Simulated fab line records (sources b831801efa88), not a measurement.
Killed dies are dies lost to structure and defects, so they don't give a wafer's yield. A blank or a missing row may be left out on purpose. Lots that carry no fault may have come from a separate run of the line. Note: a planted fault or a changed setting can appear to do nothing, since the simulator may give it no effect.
Which tool is to blame? || flow gf180mcu || Sampling: 14 lots, 36 wafers, 2 of 602 route steps

WHAT EACH GAUGE READ, for each wafer
GF_CONTACT_THK_MEAS_26: measures by xrf.
{"lot": "L298", "measured": "day 16 02:57", "on": "film_metro-02", "CONTACT_W_THK (nm)": "311 313 310"}
{"lot": "L299", "measured": "day 16 08:47", "on": "film_metro-04", "CONTACT_W_THK (nm)": "306 305 308"}
{"lot": "L301", "measured": "day 16 23:41", "on": "film_metro-02", "CONTACT_W_THK (nm)": "298 301 304"}
{"lot": "L303", "measured": "day 18 03:56", "on": "film_metro-03", "CONTACT_W_THK (nm)": "296 301 300"}
{"lot": "L304", "measured": "day 18 11:20", "on": "film_metro-02", "CONTACT_W_THK (nm)": "303 302 303"}
{"lot": "L305", "measured": "day 18 20:55", "on": "film_metro-04", "CONTACT_W_THK (nm)": "297 299 298"}
{"lot": "L309", "measured": "day 20 09:59", "on": "film_metro-02", "CONTACT_W_THK (nm)": 311}
{"lot": "L311", "measured": "day 20 22:08", "on": "film_metro-03", "CONTACT_W_THK (nm)": 296}
{"lot": "L312", "measured": "day 21 05:43", "on": "film_metro-02", "CONTACT_W_THK (nm)": 307}
{"lot": "L313", "measured": "day 21 15:29", "on": "film_metro-03", "CONTACT_W_THK (nm)": "296 292 292"}
{"lot": "L314", "measured": "day 21 21:35", "on": "film_metro-02", "CONTACT_W_THK (nm)": "314 305 315"}
{"lot": "L315", "measured": "day 22 04:17", "on": "film_metro-03", "CONTACT_W_THK (nm)": "297 299 299"}
{"lot": "L318", "measured": "day 23 09:44", "on": "film_metro-04", "CONTACT_W_THK (nm)": "298 300 299"}
{"lot": "L320", "measured": "day 24 03:20", "on": "film_metro-04", "CONTACT_W_THK (nm)": "302 302 299"}

GF_V1_CD_MEAS_14: the cd target is 260 nm.
{"lot": "L298", "measured": "day 18 02:17", "on": "cd_sem-01", "cd_nm (nm)": "260.7 260.5 259.4"}
{"lot": "L299", "measured": "day 18 09:11", "on": "cd_sem-02", "cd_nm (nm)": "259.7 259.5 259.0"}
{"lot": "L301", "measured": "day 19 01:19", "on": "cd_sem-02", "cd_nm (nm)": "260.6 260.3 260.4"}
{"lot": "L303", "measured": "day 20 05:31", "on": "cd_sem-02", "cd_nm (nm)": "258.7 259.9 258.6"}
{"lot": "L304", "measured": "day 20 13:31", "on": "cd_sem-02", "cd_nm (nm)": "259.4 259.9 259.0"}
{"lot": "L305", "measured": "day 20 23:08", "on": "cd_sem-02", "cd_nm (nm)": "256.7 258.0 259.2"}
{"lot": "L309", "measured": "day 22 11:43", "on": "cd_sem-02", "cd_nm (nm)": 259.2}
{"lot": "L311", "measured": "day 22 22:17", "on": "cd_sem-02", "cd_nm (nm)": 259.6}
{"lot": "L312", "measured": "day 23 06:53", "on": "cd_sem-02", "cd_nm (nm)": 258.0}
{"lot": "L313", "measured": "day 23 15:36", "on": "cd_sem-02", "cd_nm (nm)": "259.6 259.4 260.7"}
{"lot": "L314", "measured": "day 23 20:48", "on": "cd_sem-01", "cd_nm (nm)": "259.6 259.2 260.0"}
{"lot": "L315", "measured": "day 24 02:07", "on": "cd_sem-01", "cd_nm (nm)": "262.2 261.3 260.6"}
{"lot": "L318", "measured": "day 25 08:03", "on": "cd_sem-01", "cd_nm (nm)": "258.9 258.7 258.7"}
{"lot": "L320", "measured": "day 26 01:31", "on": "cd_sem-01", "cd_nm (nm)": "259.1 260.7 259.4"}

TOOL THAT RAN EACH LOT (tool first, then ch and the chambers of the sampled wafers, then the start)
No process step before these readings appears in the record.

WHAT THE TOOLS THEMSELVES READ (means of the sampled wafers that have a number; where no wafer has one, the mark that the record gives instead)
The record holds no such reading with a usual standard deviation.

THE ANSWER, worked out from the rows above alone
Rule: usual is defined by the lots themselves. The widest of any qualifying gaps counts: lots, ordered by their means at a reading, are off when they make up no more than a third of the lots, leave a main group of 4 or more, and stand apart from it by 3 or more times the standard deviation of that group's means. A main group is skipped when, at the precision printed for the reading in the tables above, its means are all equal. Also off: a lot with no number at a reading for which 4 or more lots have one. Where the step has rows for the other lots, those lots are counted as sound. The gauges are gone through in route order, then the tools' own readings, and for those a lot's mean is taken as printed above. The first step at which some lot is off is used, and at that step the reading that is off furthest; a lot without a number counts as furthest.
Across all readings shown, no lot is off: no conclusion can be drawn from this.

WHAT THE SIMULATOR PUT IN
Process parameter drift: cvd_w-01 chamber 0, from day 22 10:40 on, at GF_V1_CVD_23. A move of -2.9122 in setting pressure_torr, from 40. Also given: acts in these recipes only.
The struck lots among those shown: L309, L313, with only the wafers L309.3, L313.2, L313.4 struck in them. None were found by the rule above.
